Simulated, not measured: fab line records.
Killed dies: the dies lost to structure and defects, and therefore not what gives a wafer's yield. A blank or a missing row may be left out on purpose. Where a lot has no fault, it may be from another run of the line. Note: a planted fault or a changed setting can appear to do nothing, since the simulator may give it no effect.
Struck lot and sound lot, side by side | flow gf180mcu | 20 steps out of a route of 602
Sound: the wafers L951.2, L951.5, L951.6. Wafers struck: L953.1, L953.2, L953.3. The cause is named last.
For every step that has rows: the tool of each side, followed by ch and its chambers, followed by its first start. Under that, the readings that differ: sound wafers | struck wafers | difference of the means | sigmas: that difference in standard deviations of wafers without a fault.
alike: same words and numbers on both sides, and readings whose means sit less than 2 such deviations apart. not compared: any withheld reading, any reading some wafer has no value for, any bound like >300 that may hide the same value, and any number with overlapping values for which the record gives no deviation.
Wherever a step has rows on one side only, a row that says differs or no value, or a row with sigmas, the two part there. Non-overlapping numbers with no deviation appear without sigmas and do not part them. A reading missing from all wafers of one side parts the sides only when that side holds two or more wafers.

GF_V2_CMP_26: polishes, stops on SiO2, t overpolish 15 s, target thk 0 nm.
  sound on cmp-02 ch 0,2,3, day 21 05:00; struck on cmp-02 ch 1,2,3, day 22 08:58
  alike: motor-current-A, overpolish-run-s, slurry-flow-ml-min, time-to-endpoint-s
GF_M3_SPUTTER_00: material Ti, target thk 37.5 nm, time 150 s.
  sound on pvd-sputter-02 at day 21 05:09; struck on pvd-sputter-03 at day 22 09:16
  alike: throttle-valve-pct
then, 2 steps without rows for these wafers: GF_M3_SPUTTER_01 (material TiN, target thk 30 nm, time 25 s); GF_M3_SPUTTER_02 (material AlCu, target thk 450 nm, time 23.9 s).
GF_M3_SPUTTER_03: material Ti, target thk 10 nm, time 6.7 s.
  sound on pvd-sputter-02 at day 21 05:19; struck on pvd-sputter-03 at day 22 09:26
  alike: throttle-valve-pct
GF_M3_SPUTTER_04: material TiN, target thk 50 nm, time 41.7 s.
  sound on pvd-sputter-02 at day 21 05:20; struck on pvd-sputter-03 at day 22 09:28
  alike: throttle-valve-pct
GF_M3_RS_MEAS_05: measures by four-point-probe.
  sound on film-metro-04 at day 21 05:23; struck on film-metro-01 at day 22 09:29
  reading             | sound                | struck               | difference | sigmas
  M3_ALCU_RS (ohm/sq) | 0.0683 0.0677 0.0683 | 0.0698 0.0704 0.0705 | +0.0021    | +3
GF_M3_THK_MEAS_06: measures by xrf.
  sound on film-metro-04 at day 21 05:30; struck on film-metro-01 at day 22 09:37
  reading          | sound       | struck      | difference | sigmas
  M3_ALCU_THK (nm) | 456 460 454 | 443 441 438 | -16        | -3
then, 4 steps without rows for these wafers: GF_M3_DEHYDRATE_07 (time 60 s); GF_M3_HMDS_08 (prime time 60 s); GF_M3_COAT_09 (resist thk 1000 nm); GF_M3_SOFTBAKE_10 (time 60 s).
GF_M3_EXPOSE_11: exposes mask Metal3, target cd 280 nm.
  sound on krf-scanner-02 ch 0, day 21 17:59; struck on krf-scanner-02 ch 0, day 22 21:23
  reading              | sound                | struck               | difference | sigmas
  exposure-dose-mJ-cm2 | 28.025 28.027 27.947 | 27.127 27.137 27.155 | -0.860     | -31
  alike: mask
then, 2 steps without rows for these wafers: GF_M3_PEB_12 (peb time 90 s); GF_M3_DEVELOP_13 (develop time 60 s).
GF_M3_CD_MEAS_14 targets a cd of 280 nm.
  sound on cd-sem-01 at day 22 05:25; struck on cd-sem-01 at day 23 08:49
  reading    | sound             | struck            | difference | sigmas
  cd-nm (nm) | 280.5 280.9 281.5 | 230.6 276.5 261.0 | -24.9      | -21
  not compared: hold
GF_M3_OVL_MEAS_15:
  sound on overlay-01 at day 22 05:31; struck on overlay-01 at day 23 10:32
  reading | sound | struck                                                                     | difference                   | sigmas
  hold    | - - - | await-dispo/1.6h/release await-dispo/1.6h/release await-dispo/1.6h/release | no value on the sound wafers |
  alike: M3_OVL
GF_M3_METAL_ETCH_16: etches the open film in Cl2/BCl3, stops on SiO2, target depth 627.5 nm, time 104.6 s.
  sound on rie-metal-01 ch 0,1, day 22 05:32; struck on rie-metal-02 ch 0,1, day 23 10:35
  reading             | sound             | struck            | difference | sigmas
  model.M3.cd-nm (nm) | 275.8 276.2 281.3 | 237.9 274.8 257.9 | -20.9      |
  alike: drypump-motor-current-A, mfc-cl2-sccm, oes-product-au, throttle-valve-pct
  not compared: rf-hours-counter-h
GF_M3_STRIP_17: strips in O2/N2.
  sound on plasma-asher-04 ch 0,1, day 22 05:40; struck on plasma-asher-01 ch 0,1, day 23 10:41
  alike: drypump-motor-current-A, heater-power-w, n2-flow-sccm, oes-product-au, strip-time-to-endpoint-s
  not compared: rf-hours-counter-h
-- the record jumps here: 7 days lie between the struck wafers' starts before and after (it left off in module M3 and takes up again in module PASSIVATION, whose first step shown is number 602 of the route) --
GF_PASSIVATION_PROBE_99:
  sound on prober-02 at day 29 15:50; struck on prober-02 at day 30 15:52
  reading                      | sound                | struck                                                                     | difference                   | sigmas
  hold                         | - - -                | await-dispo/6.0h/release await-dispo/6.0h/release await-dispo/6.0h/release | no value on the sound wafers |
  model.etest.met3.line-ohm-um | 0.2546 0.2571 0.2504 | 0.2992 0.2645 0.2795                                                       | +0.0270                      |
  not compared: model.etest.met3.width-nm

## WHERE THEY PART
First at GF_M3_RS_MEAS_05; last, within this record, at GF_PASSIVATION_PROBE_99.

WHY: what had been put in by the simulator
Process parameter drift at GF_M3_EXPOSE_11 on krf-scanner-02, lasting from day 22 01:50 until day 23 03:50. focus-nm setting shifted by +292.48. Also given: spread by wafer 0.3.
